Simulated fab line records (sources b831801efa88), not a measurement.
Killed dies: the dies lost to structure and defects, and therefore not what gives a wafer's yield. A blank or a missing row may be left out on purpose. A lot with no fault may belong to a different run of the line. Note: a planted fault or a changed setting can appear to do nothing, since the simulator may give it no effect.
A struck lot beside a sound one    flow sky130    16 steps out of a route of 708
Sound: wafers L930.2, L930.3, L930.6. Struck: wafers L933.2, L933.3, L933.4. At the end, the cause is stated.
Per side, at each step with rows, come the tool, then ch with its chambers, and then its first start. Under that, the readings that differ: sound wafers    struck wafers    difference of the means    sigmas: that difference in standard deviations of wafers without a fault.
alike: readings whose means differ by less than 2 such deviations, and words and numbers that are the same on both sides. not compared: withheld readings, readings that some wafer has no value for, bounds like >300 that may hide the same value, and numbers for which the record gives no deviation and whose values overlap.
The two part at a step that has a row with sigmas, a row that says differs or no value, or rows on one side only. When numbers do not overlap yet have no deviation, they are printed without sigmas and do not part them. Lack of a reading on every wafer of one side parts them only where that side has two or more wafers.

SKY_NWELL_RS_MEAS_29: uses a four-point probe to measure.
  struck on filmMetro-01, day 7 17:49; sound on filmMetro-01, day 6 22:34
  alike: NWELL_RS
SKY_NWELL_RS_MEAS_31: uses a four-point probe to measure.
  struck on filmMetro-01, day 7 18:04; sound on filmMetro-01, day 6 22:48
  alike: PWDE_RS
then, 7 steps without rows for these wafers: SKY_VT_ADJUST_HVTP_DEHYDRATE_00 (time 60 s); SKY_VT_ADJUST_HVTP_HMDS_01 (prime time 60 s); SKY_VT_ADJUST_HVTP_COAT_02 (resist thk 1140 nm); SKY_VT_ADJUST_HVTP_SOFTBAKE_03 (time 60 s); SKY_VT_ADJUST_HVTP_EXPOSE_04 (exposes mask HVTPM, target cd 380 nm); SKY_VT_ADJUST_HVTP_PEB_05; SKY_VT_ADJUST_HVTP_DEVELOP_06 (develop time 60 s).
SKY_VT_ADJUST_HVTP_CD_MEAS_07: the cd target is 380 nm.
  struck on cdSem-01, day 8 15:25; sound on cdSem-01, day 7 19:07
  alike: cdNm
SKY_VT_ADJUST_HVTP_OVL_MEAS_08:
  struck on overlay-02, day 8 15:31; sound on overlay-02, day 7 19:13
  alike: VT_ADJUST_HVTP_OVL
SKY_VT_ADJUST_HVTP_IMPLANT_09:
  sound on implanter-01 ch 0, day 7 19:16; struck on implanter-01 ch 0, day 8 15:34
reading                   sound                 struck                difference  sigmas
beamEnergyKeV             150.00 150.00 149.94  135.91 135.87 135.91  -14.08      -99 or more
model.implant.rpNm (nm)   81.17 81.17 81.17     75.48 75.48 75.48     -5.69       
model.implant.drpNm (nm)  33.4 33.4 33.4        30.87 30.87 30.87     -2.53       
  alike: doseIonsCm2, faradayCurrentUA
SKY_VT_ADJUST_HVTP_STRIP_10: strips in O2/N2.
  sound on plasmaAsher-03 ch 0,1, day 7 19:23; struck on plasmaAsher-03 ch 0,1, day 8 15:42
  alike: drypumpMotorCurrentA, o2FlowSccm, oesProductAu, stripTimeToEndpointS
  not compared: rfHoursCounterH
SKY_VT_ADJUST_HVTP_TW_MEAS_11:
  struck on filmMetro-04, day 8 15:49; sound on filmMetro-04, day 7 19:30
reading            sound           struck          difference  sigmas
VT_ADJUST_HVTP_TW  1361 1355 1356  1325 1332 1328  -29         -5
then, 1 step without rows for these wafers: SKY_VT_ADJUST_LVTN_DEHYDRATE_00 (time 60 s).
-- the record jumps here: 40 days lie between the struck wafers' starts before and after (it left off in module VT_ADJUST_LVTN and takes up again in module PAD_OPEN, whose first step shown is number 708 of the route) --
SKY_PAD_OPEN_PROBE_99:
  struck on prober-02, day 48 11:54; sound on prober-01, day 47 14:49
reading                                sound                 struck                difference  sigmas
model.etest.tipP.rsOhmSq               6872 6847 6771        7216 7192 7144        +354        
model.etest.pfet_01v8.rOnOhmUm         2977 2997 3086        3126 3105 3147        +106        
model.etest.pfet_01v8.driveUaUm        185.5 185.6 181.9     173.6 176 173.4       -10.0       
model.etest.pfet_01v8_mvt.driveUaUm    148.9 148.1 146       136.7 137.8 136.2     -10.8       
model.etest.pfet_01v8_hvt.driveUaUm    137.9 137.9 134.6     128.7 130.4 128       -7.8        
model.etest.sramPfetLatch.driveUaUm    141.5 134.9 135.3     127.2 130.9 126.3     -9.1        
model.etest.pfet_01v8_mvt.offLog10AUm  -11.16 -11.03 -11.17  -12.27 -12.12 -12.39  -1.14       
model.etest.pfet_01v8.offLog10AUm      -10.37 -10.04 -10.47  -11.3 -11.14 -11.49   -1.0        
  alike: killed_at_M0_to_M3, killed_at_M4_up, killedAtContacts, killedAtFrontEnd, killedAtOther, killedDies, killedOpen, killedShort

WHERE THEY PART
Last at SKY_VT_ADJUST_HVTP_TW_MEAS_11 as far as this record goes, first at SKY_VT_ADJUST_HVTP_IMPLANT_09. Later steps at which nothing parts them and some readings are alike: SKY_PAD_OPEN_PROBE_99.

WHY: whatever the simulator had introduced
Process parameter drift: implanter-01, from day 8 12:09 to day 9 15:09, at SKY_VT_ADJUST_HVTP_IMPLANT_09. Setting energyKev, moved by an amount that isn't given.
